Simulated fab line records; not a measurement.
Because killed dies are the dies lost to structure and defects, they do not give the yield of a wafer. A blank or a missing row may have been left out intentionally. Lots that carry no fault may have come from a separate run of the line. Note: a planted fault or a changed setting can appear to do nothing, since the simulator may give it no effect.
A struck lot beside a sound one -- flow sky130 -- 19 out of 708 route steps
Sound: wafers L618.1, L618.3, L618.4. Struck: wafers L609.2, L609.4, L609.5. The cause comes at the end.
At each step with rows: each side's tool, then ch and its chambers, then its first start. Under that, the readings that differ: sound wafers -- struck wafers -- difference of the means -- sigmas: that difference in standard deviations of wafers without a fault.
alike: readings whose means differ by less than 2 such deviations, and words and numbers that are the same on both sides. not compared: withheld readings, readings that some wafer has no value for, bounds like >300 that may hide the same value, and numbers for which the record gives no deviation and whose values overlap.
The two part at a step that has a row with sigmas, a row that says differs or no value, or rows on one side only. When numbers do not overlap yet have no deviation, they are printed without sigmas and do not part them. A reading that every wafer of one side lacks parts them only if that side has two wafers or more.

SKY_VIA1_ETCH_15: etches SiO2 in C4F8/O2/Ar, stops on TiN, target depth 351 nm, time 54 s.
  sound on rieDiel-01 ch 0,2,3, day 39 20:26; struck on rieDiel-02 ch 1,2,3, day 37 12:04
  alike: biasW, oesProductAu
  not compared: rfHoursCounterH
then, 4 steps without rows for these wafers: SKY_VIA1_STRIP_16 (strips in O2/N2); SKY_VIA1_STRIP_17 (strips in post etch residue remover, time 1200 s); SKY_VIA1_CLEAN_18 (cleans in IPA, time 180 s); SKY_VIA1_CLEAN_19 (cleans in O3/DIW).
SKY_VIA1_SPUTTER_20: material TiN, target thk 20 nm, time 80 s.
  sound on pvdSputter-01 at day 39 21:04; struck on pvdSputter-04 at day 37 12:46
  alike: cathodeDcPowerW, chamberPressurePa, throttleValvePct
SKY_VIA1_CVD_21: deposits W, target thk 270 nm, time 80.902 s.
  sound on cvdW-02 ch 0,1, day 39 21:08; struck on cvdW-01 ch 0,1, day 37 12:50
  alike: heaterPowerW
SKY_VIA1_RS_MEAS_22: measures by four-point-probe.
  sound on filmMetro-04 at day 39 21:14; struck on filmMetro-04 at day 37 12:57
  alike: VIA1_W_RS
SKY_VIA1_THK_MEAS_23: measures by xrf.
  sound on filmMetro-04 at day 39 21:21; struck on filmMetro-04 at day 37 13:04
  alike: VIA1_W_THK
SKY_VIA1_CMP_24: polishes, stops on SiO2, t overpolish 15 s, target thk 0 nm.
  sound on cmp-02 ch 0,2,3, day 40 01:13; struck on cmp-02 ch 1,2, day 37 13:07
  alike: motorCurrentA, overpolishRunS, slurryFilterDpKPa, timeToEndpointS
then, 2 steps without rows for these wafers: SKY_METAL2_SPUTTER_00 (material Ti, target thk 15 nm, time 10 s); SKY_METAL2_SPUTTER_01 (material TiN, target thk 20 nm, time 16.7 s).
SKY_METAL2_SPUTTER_02: material AlCu, target thk 250 nm, time 13.3 s.
  sound on pvdSputter-01 at day 40 01:31; struck on pvdSputter-01 at day 37 13:27
  no value came back on the struck wafers for cathodeDcPowerW (W), chamberPressurePa (Pa), throttleValvePct (%); on the sound wafers cathodeDcPowerW (W) reads 10601 10597 10598
SKY_METAL2_SPUTTER_03: material Ti, target thk 5 nm, time 3.3 s.
  sound on pvdSputter-01 at day 40 01:32; struck on pvdSputter-01 at day 37 13:29
  alike: cathodeDcPowerW, chamberPressurePa, throttleValvePct
then, 1 step without rows for these wafers: SKY_METAL2_SPUTTER_04 (material TiN, target thk 70 nm, time 58.3 s).
SKY_METAL2_RS_MEAS_05: measures by four-point-probe.
  sound on filmMetro-04 at day 40 01:37; struck on filmMetro-02 at day 37 13:34
reading,sound,struck,difference,sigmas
METAL2_ALCU_RS (ohm/sq),0.1254 0.1264 0.1265,8.6322 8.8061 8.8587,+8.6396,+99 or more
SKY_METAL2_THK_MEAS_06: measures by xrf.
  sound on filmMetro-04 at day 40 01:44; struck on filmMetro-02 at day 37 13:40
reading,sound,struck,difference,sigmas
METAL2_ALCU_THK (nm),254 250 251,<0 <0 <0,differs,
then, 1 step without rows for these wafers: SKY_METAL2_DEHYDRATE_07 (time 60 s).
-- the record jumps here: 11 days lie between the struck wafers' starts before and after (it left off in module METAL2 and takes up again in module PAD_OPEN, whose first step shown is number 708 of the route) --
SKY_PAD_OPEN_PROBE_99:
  sound on prober-02 at day 50 05:48; struck on prober-02 at day 48 14:22
reading,sound,struck,difference,sigmas
defectLimitedYield (%),83.7 80.9 81.9,0 0 0,-82,-41
killed_at_M0_to_M3,47 55 48,440 448 438,+392,+50
killedDies,80 94 89,492 492 492,+404,+41
killedOnRim,13 15 19,96 96 96,+80,+21
sort_bin_5_function (%),10.6 11.6 8.9,92.7 92.7 92.9,+82.4,+55
sortNPass,412 398 403,0 0 0,-404,-41
sortYieldPct (%),83.7 80.9 81.9,0 0 0,-82,-41
  alike: killed_at_M4_up, killedAtContacts, killedAtFrontEnd, killedAtOther, killedOpen, killedShort, sort_bin_3_pad_short, sort_bin_6_memory

## WHERE THEY PART
Earliest at SKY_METAL2_SPUTTER_02; latest, in this record, at SKY_PAD_OPEN_PROBE_99.

WHY: the cause the simulator had injected
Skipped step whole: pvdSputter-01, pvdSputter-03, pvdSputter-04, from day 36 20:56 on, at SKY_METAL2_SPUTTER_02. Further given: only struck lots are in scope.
